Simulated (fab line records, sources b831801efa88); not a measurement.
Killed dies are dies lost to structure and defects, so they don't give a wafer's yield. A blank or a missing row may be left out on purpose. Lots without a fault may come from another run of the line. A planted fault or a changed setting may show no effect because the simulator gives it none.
One fault seen from 2 desks | flow sfq_line | each desk has only its own numbers; what lay behind them comes last

THE METROLOGY DESK
What the gauges read, lot by lot, whatever tool the lot ran on: means of the sampled wafers that have a number. A lot is out of limits, marked OUT, if its mean lies more than 4 standard deviations from the usual mean; the brackets give that distance.
Columns: A = M5_OVL at SFQ_M5_OVL_MEAS_932, usual -4 nm
lot  | first seen here | A
L310 | day 46 03:21    | -2
L312 | day 46 10:06    | -8
L321 | day 48 23:12    | -14
L324 | day 50 01:36    | -4
L328 | day 51 02:49    | -2
L333 | day 52 05:12    | -13
This desk's finding: nothing out of limits on any of the 6 lots.

THE TOOL OWNER'S DESK: rie_metal-01
The tool's own readings at SFQ_TRILAYER_M5_ETCH_METAL_ETCH_126 (etches Nb in Cl2/BCl3, stops on SiO2, time 203.2 s, target depth 265 nm): means of the sampled wafers that have a number, for each lot that ran on this tool. A lot is out of limits, marked OUT, if its mean lies more than 4 standard deviations from the usual mean; the brackets give that distance.
Columns: A = drypump_motor_current_A at SFQ_TRILAYER_M5_ETCH_METAL_ETCH_126, usual 5.4 A; B = oes_product_au at SFQ_TRILAYER_M5_ETCH_METAL_ETCH_126, usual 0.726 a.u.
lot  | first seen here | A   | B
L310 | day 46 03:30    | 5.0 | 0.721
L312 | day 46 10:19    | 5.0 | 0.728
L321 | day 48 23:17    | 5.0 | 0.726
L324 | day 50 01:41    | 5.4 | 0.722
This desk's finding: nothing out of limits on any of the 4 lots.

PUT TOGETHER
The metrology desk saw nothing out of limits.
The tool owner's desk saw nothing out of limits.

WHAT THE SIMULATOR HAD PUT IN
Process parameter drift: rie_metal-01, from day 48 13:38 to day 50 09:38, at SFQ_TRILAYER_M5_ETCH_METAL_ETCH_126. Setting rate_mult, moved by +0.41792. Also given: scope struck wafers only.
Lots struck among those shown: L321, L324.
